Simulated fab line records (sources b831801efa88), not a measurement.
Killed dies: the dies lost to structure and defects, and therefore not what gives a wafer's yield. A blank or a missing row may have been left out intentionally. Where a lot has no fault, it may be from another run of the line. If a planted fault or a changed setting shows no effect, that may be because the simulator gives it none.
Code-filled problem report in 8D (eight disciplines) form    flow sky130    the parts of the form that need people (team, actions taken, sign-off) are left out

1. THE ISSUE
chamber-pressure-pa at SKY_METAL4_SPUTTER_02 reads a mean of 0.3635 Pa on 6 wafers of 2 lots; wafers without a fault read 0.4000 Pa with a standard deviation of 0.00076. Relative to the usual mean, that is a shift of -48 standard deviations.
The step: material AlCu, target thk 735 nm, time 39.1 s.
Earliest sighting: wafer L928.1 on pvd-sputter-02 at day 44 12:03. At this step, 12 wafers from 4 lots have a number in the record. Rule for "out", or "out of limits": more than 4 standard deviations from the usual mean. All remaining wafers that have a number are taken as sound.

2. WHAT IT IS, WHAT IT ISN'T
question                     is                      is not
which readings at this step  chamber-pressure-pa     -
which lots                   L928, L934              L912, L935
which wafers of those lots   all that have a number  -
read on which tools          pvd-sputter-02          pvd-sputter-04
when                         from day 44 12:03       up to then (3 sound wafers); but 3 sound wafers of L935 came after

3. SUSPECTS, AND WHAT RULES EACH OUT
Counting: any tool at a process step up to the reading is kept as a suspect provided that every lot that is out went through it and no sound lot did after the first of them.
- pvd-sputter-02 at SKY_METAL4_SPUTTER_02 (material AlCu, target thk 735 nm, time 39.1 s): kept. All lots that are out passed through it, beginning with L928 at day 44 12:03, and no sound lot followed; its final sound lot before that point was L912 at day 39 15:38. On those wafers its own readings are out: chamber-pressure-pa.
Left after counting: pvd-sputter-02 at SKY_METAL4_SPUTTER_02.

4. THE CAUSE (what the simulator had put in)
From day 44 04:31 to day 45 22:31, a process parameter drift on pvd-sputter-02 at SKY_METAL4_SPUTTER_02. Setting chamber-pressure-pa shifted by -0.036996 from 0.4. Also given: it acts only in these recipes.
Counting left only this tool.

5. THE EFFECT CHAIN, in route order
Each row: a reading whose mean over the struck wafers that have a number lies more than 3 standard deviations from the usual. Only readings whose record carries a usual standard deviation are examined. hours: median over the lots of the time between each lot's start at the first step of this table that gives one and its start at this step. sigmas: the change, counted in usual standard deviations.
hours  step                   reading              usual      on struck wafers  change   sigmas
0      SKY_METAL4_SPUTTER_02  chamber-pressure-pa  0.4000 Pa  0.3635            -0.0365  -48
Here are the process steps it includes:
- SKY_METAL4_SPUTTER_02: material AlCu, target thk 735 nm, time 39.1 s.

6. WHAT WOULD HAVE CAUGHT IT SOONER
8 hours passed between the start of the fault at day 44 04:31 and the first reading out of limits in this record, taken at day 44 12:03.
